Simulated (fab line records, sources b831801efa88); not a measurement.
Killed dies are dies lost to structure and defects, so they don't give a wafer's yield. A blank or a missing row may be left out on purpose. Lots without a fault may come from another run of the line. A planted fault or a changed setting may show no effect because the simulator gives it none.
Which tool did it? | flow gf180mcu | 11 lots, 33 wafers sampled, at 4 steps of a route of 602

WHAT THE GAUGES READ, wafer by wafer
GF_PSD_RS_MEAS_14: measures by four-point-probe.
lot  | measured     | on            | NSD_RS (ohm/sq)
L104 | day 14 04:34 | film_metro-03 | 46.07 46.19 46.05
L106 | day 14 19:59 | film_metro-01 | 46.22 46.27 46.16
L108 | day 15 12:31 | film_metro-01 | 46.20 46.19 46.12
L110 | day 16 02:52 | film_metro-01 | 46.20 46.25 46.16
L112 | day 16 18:08 | film_metro-01 | 46.25 46.28 46.19
L113 | day 17 08:15 | film_metro-01 | 46.04 46.12 46.18
L115 | day 18 01:07 | film_metro-03 | 46.23 46.00 46.19
L120 | day 19 23:36 | film_metro-01 | 46.24 46.17 45.98
L121 | day 20 02:37 | film_metro-04 | 47.54 47.54 47.60
L124 | day 21 09:15 | film_metro-03 | 47.47 47.35 47.42
L126 | day 22 10:37 | film_metro-04 | 46.09 46.20 46.26

WHICH TOOL RAN EACH LOT (tool, then ch and the chambers of the sampled wafers, then the start)
lot  | GF_HV_LDD_STRIP_22                   | GF_NSD_IMPLANT_10               | GF_NSD_STRIP_11
L104 | plasma_asher-03 ch 0,1, day 10 18:02 | implanter-01 ch 0, day 13 07:44 | plasma_asher-04 ch 0,1, day 13 07:52
L106 | plasma_asher-03 ch 0,1, day 11 07:13 | implanter-01 ch 0, day 13 22:38 | plasma_asher-04 ch 0,1, day 13 22:46
L108 | plasma_asher-01 ch 0,1, day 11 22:40 | implanter-03 ch 0, day 14 14:47 | plasma_asher-01 ch 0,1, day 14 14:55
L110 | plasma_asher-04 ch 0,1, day 12 12:28 | implanter-01 ch 0, day 15 04:52 | plasma_asher-02 ch 0,1, day 15 05:01
L112 | plasma_asher-01 ch 0, day 13 01:16   | implanter-03 ch 0, day 15 19:24 | plasma_asher-02 ch 0, day 15 19:31
L113 | plasma_asher-01 ch 1, day 13 13:34   | implanter-01 ch 0, day 16 08:59 | plasma_asher-04 ch 0,1, day 16 09:08
L115 | plasma_asher-04 ch 0,1, day 14 05:11 | implanter-01 ch 0, day 17 01:37 | plasma_asher-04 ch 0,1, day 17 01:46
L120 | plasma_asher-01 ch 0,1, day 15 20:46 | implanter-03 ch 0, day 18 22:14 | plasma_asher-02 ch 0,1, day 18 22:23
L121 | plasma_asher-04 ch 0,1, day 16 01:13 | implanter-03 ch 0, day 19 01:41 | plasma_asher-02 ch 0,1, day 19 01:50
L124 | plasma_asher-03 ch 0,1, day 17 05:28 | implanter-03 ch 0, day 20 09:13 | plasma_asher-01 ch 0,1, day 20 09:22
L126 | plasma_asher-01 ch 0,1, day 18 06:49 | implanter-04 ch 0, day 21 10:19 | plasma_asher-04 ch 0,1, day 21 10:28
- GF_HV_LDD_STRIP_22: strips in O2/N2.
- GF_NSD_IMPLANT_10
- GF_NSD_STRIP_11: strips in O2/N2.

THE ANSWER, worked out from the rows above alone
Rule: what is usual is taken from the lots themselves. Put in order of their means at a reading, lots are off if they are a third of the lots or fewer, leave a main group of 4 or more, and stand apart from it by a gap of 3 or more times the standard deviation of the main group's means; of several such gaps the widest counts. A main group whose means are all the same, to the digits that the tables above print for the reading, isn't used. A lot without any number at a reading at which 4 lots or more have one is off too. The other lots that the step has rows for count as sound.
Off: L121, L124, at GF_PSD_RS_MEAS_14 (NSD_RS). The main group: mean 46.17 ohm/sq, standard deviation 0.045.
A tool fits if, at a process step before that reading, it ran every lot that is off, and no sound lot after the first of them. The gauges at GF_PSD_RS_MEAS_14 are tried like those tools. One fits: implanter-03 at GF_NSD_IMPLANT_10. Its last sound lot is L120 (day 18 22:14), its first lot that is off L121 (day 19 01:41): a fault that began between those two fits.

WHAT THE SIMULATOR HAD PUT IN
Process parameter drift: implanter-03, from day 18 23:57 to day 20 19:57, at GF_NSD_IMPLANT_10. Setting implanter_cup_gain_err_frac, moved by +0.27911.
Lots struck among those shown: L121, L124. The rule above found the same.
